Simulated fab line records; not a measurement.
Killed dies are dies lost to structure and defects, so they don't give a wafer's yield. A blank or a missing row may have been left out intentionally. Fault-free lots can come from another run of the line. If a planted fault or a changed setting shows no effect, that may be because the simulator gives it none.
Which tool did it? / flow gf180mcu / Sampling: 6 lots, 16 wafers, 4 of 602 route steps

== WHAT THE GAUGES READ, wafer by wafer ==
GF_M1_CD_MEAS_14: target cd 230 nm.
lot=L388; measured=day 17 01:37; on=cd_sem-02; cd_nm (nm)=230.7 231.1 231.2
lot=L396; measured=day 20 15:15; on=cd_sem-02; cd_nm (nm)=177.5 178.0
lot=L399; measured=day 21 19:46; on=cd_sem-01; cd_nm (nm)=227.7 176.8
lot=L405; measured=day 23 19:52; on=cd_sem-02; cd_nm (nm)=232.2 231.3 231.2
lot=L407; measured=day 24 11:28; on=cd_sem-02; cd_nm (nm)=229.8 229.4 228.7
lot=L409; measured=day 25 01:53; on=cd_sem-02; cd_nm (nm)=231.3 230.7 230.5

== WHICH TOOL RAN EACH LOT (tool, then ch and the chambers of the sampled wafers, then the start) ==
lot=L388; GF_M1_SPUTTER_03=pvd_sputter-04, day 16 03:37; GF_M1_SPUTTER_04=pvd_sputter-04, day 16 03:38; GF_M1_EXPOSE_11=krf_scanner-02 ch 0, day 16 14:06
lot=L396; GF_M1_SPUTTER_03=pvd_sputter-02, day 19 15:36; GF_M1_SPUTTER_04=pvd_sputter-02, day 19 15:37; GF_M1_EXPOSE_11=krf_scanner-02 ch 0, day 20 03:16
lot=L399; GF_M1_SPUTTER_03=pvd_sputter-04, day 20 19:50; GF_M1_SPUTTER_04=pvd_sputter-04, day 20 19:51; GF_M1_EXPOSE_11=krf_scanner-02 ch 0, day 21 08:18
lot=L405; GF_M1_SPUTTER_03=pvd_sputter-01, day 22 21:25; GF_M1_SPUTTER_04=pvd_sputter-01, day 22 21:26; GF_M1_EXPOSE_11=krf_scanner-01 ch 0, day 23 09:14
lot=L407; GF_M1_SPUTTER_03=pvd_sputter-04, day 23 13:20; GF_M1_SPUTTER_04=pvd_sputter-04, day 23 13:21; GF_M1_EXPOSE_11=krf_scanner-02 ch 0, day 24 00:13
lot=L409; GF_M1_SPUTTER_03=pvd_sputter-04, day 24 04:11; GF_M1_SPUTTER_04=pvd_sputter-04, day 24 04:13; GF_M1_EXPOSE_11=krf_scanner-02 ch 0, day 24 15:35
- GF_M1_SPUTTER_03: material Ti, target thk 10 nm, time 6.7 s.
- GF_M1_SPUTTER_04: material TiN, target thk 50 nm, time 41.7 s.
- GF_M1_EXPOSE_11: exposes mask Metal1, target cd 230 nm.

== THE ANSWER, worked out from the rows above alone ==
Rule: usual is defined by the lots themselves. Put in order of their means at a reading, lots are off if they are a third of the lots or fewer, leave a main group of 4 or more, and stand apart from it by a gap of 3 or more times the standard deviation of the main group's means; of several such gaps the widest counts. A main group is skipped when, at the precision printed for the reading in the tables above, its means are all equal. A lot without any number at a reading at which 4 lots or more have one is off too. The other lots that the step has rows for count as sound.
Off: L396, L399, at GF_M1_CD_MEAS_14 (cd_nm). The main group has a mean of 230.7 nm with a standard deviation of 0.84.
If a tool, at a process step before that reading, ran all the lots that are off and no sound lot after the first of them, it fits. The gauges at GF_M1_CD_MEAS_14 are tried like those tools. Not one of the candidates tried fits.

== WHAT THE SIMULATOR HAD INSERTED ==
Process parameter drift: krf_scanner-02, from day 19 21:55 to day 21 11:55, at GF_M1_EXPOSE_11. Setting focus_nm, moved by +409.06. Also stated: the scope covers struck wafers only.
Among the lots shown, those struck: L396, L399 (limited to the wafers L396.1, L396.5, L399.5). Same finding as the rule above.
